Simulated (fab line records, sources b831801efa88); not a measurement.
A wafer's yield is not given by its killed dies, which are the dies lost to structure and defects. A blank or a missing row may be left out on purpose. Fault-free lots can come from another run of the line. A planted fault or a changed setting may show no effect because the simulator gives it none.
8D (eight disciplines) problem report, filled in by code | flow gf180mcu | the parts of the form that need people (team, actions taken, sign-off) are left out

## 1. THE PROBLEM
Mean MVSD_RS at GF_VT_IMPLANT_RS_MEAS_46: 447.6 ohm/sq over 6 wafers in 2 lots; fault-free wafers: 456.4 ohm/sq, standard deviation 1.3. That puts it -6.8 standard deviations away from the usual mean.
The step: measures by four-point-probe.
Earliest sighting: wafer L536.3 on film_metro-03 at day 12 19:47. At this step, 36 wafers from 12 lots have a number in the record. Rule for "out", or "out of limits": more than 4 standard deviations from the usual mean. Any other wafer with a number is counted as sound.

## 2. WHAT IT IS, AND WHAT IT ISN'T
question                    | is                     | is not
which readings at this step | MVSD_RS                | -
which lots                  | L536, L537             | L517, L518, L524, L526, L527, L528, L529, L535, L539, L540
which wafers of those lots  | all that have a number | -
read on which gauges        | film_metro-03          | film_metro-01, film_metro-02
when                        | from day 12 19:47      | up to then (24 sound wafers); but 6 sound wafers of L539, L540 came after

## 3. THE SUSPECTS, EACH WITH WHAT RULES IT OUT
Counting: a tool stays on the suspect list if, at a process step up to the reading, it processed all lots that are out and no sound lot following the first of them.
- the gauge at GF_VT_IMPLANT_RS_MEAS_46 has been ruled out. All the wafers that are out were read on film_metro-03, but those of them that GF_MVSD_IMPLANT_09 has rows for are out there too, on other tools.
- implanter-02 at GF_MVSD_IMPLANT_09: kept. It ran every lot that is out, first L536 (day 9 00:05), and no sound lot after that; its last sound lot up to then is L527 (day 6 23:22). Its own beam_on_s readings are out on those wafers.
Remaining after the count: implanter-02 at GF_MVSD_IMPLANT_09.

## 4. THE CAUSE (what the simulator had put in)
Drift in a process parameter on implanter-02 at GF_MVSD_IMPLANT_09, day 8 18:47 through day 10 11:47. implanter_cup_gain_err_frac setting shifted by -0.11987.
Counting left only this tool.

## 5. SEQUENCE OF EFFECTS, ordered by route
Each row: a reading where the mean over the struck wafers with a number is more than 3 standard deviations away from the usual. Scope: only readings with a usual standard deviation given in the record; hours: median across lots of the time from each lot's start at the first step in this table that gives one to its start at this step; sigmas: change in usual standard deviations.
hours | step                     | reading            | usual        | on struck wafers | change | sigmas
0     | GF_MVSD_IMPLANT_09       | beam_on_s          | 10.00 s      | 11.27            | +1.27  | +5.5
0     | GF_MVSD_IMPLANT_09       | faraday_current_uA | 28.2         | 25.0             | -3.2   | -5.0
92    | GF_VT_IMPLANT_RS_MEAS_46 | MVSD_RS            | 456.4 ohm/sq | 447.6            | -8.8   | -6.8
Process steps it contains:
- GF_MVSD_IMPLANT_09

## 6. WHAT WOULD HAVE CAUGHT IT SOONER
Counted from the fault's start at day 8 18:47, it took 97 hours until the first out-of-limits reading at a measuring or inspecting step in this record, taken at day 12 19:47.
Tool's own readings at GF_MVSD_IMPLANT_09, beam_on_s: out on all struck wafers the step has rows for; an alarm limit on them would have tripped on the first.
By day 12 19:47, every lot that is out (2) had started GF_MVSD_IMPLANT_09 on implanter-02. Had the tool been put on hold then, not one of them would have been saved.
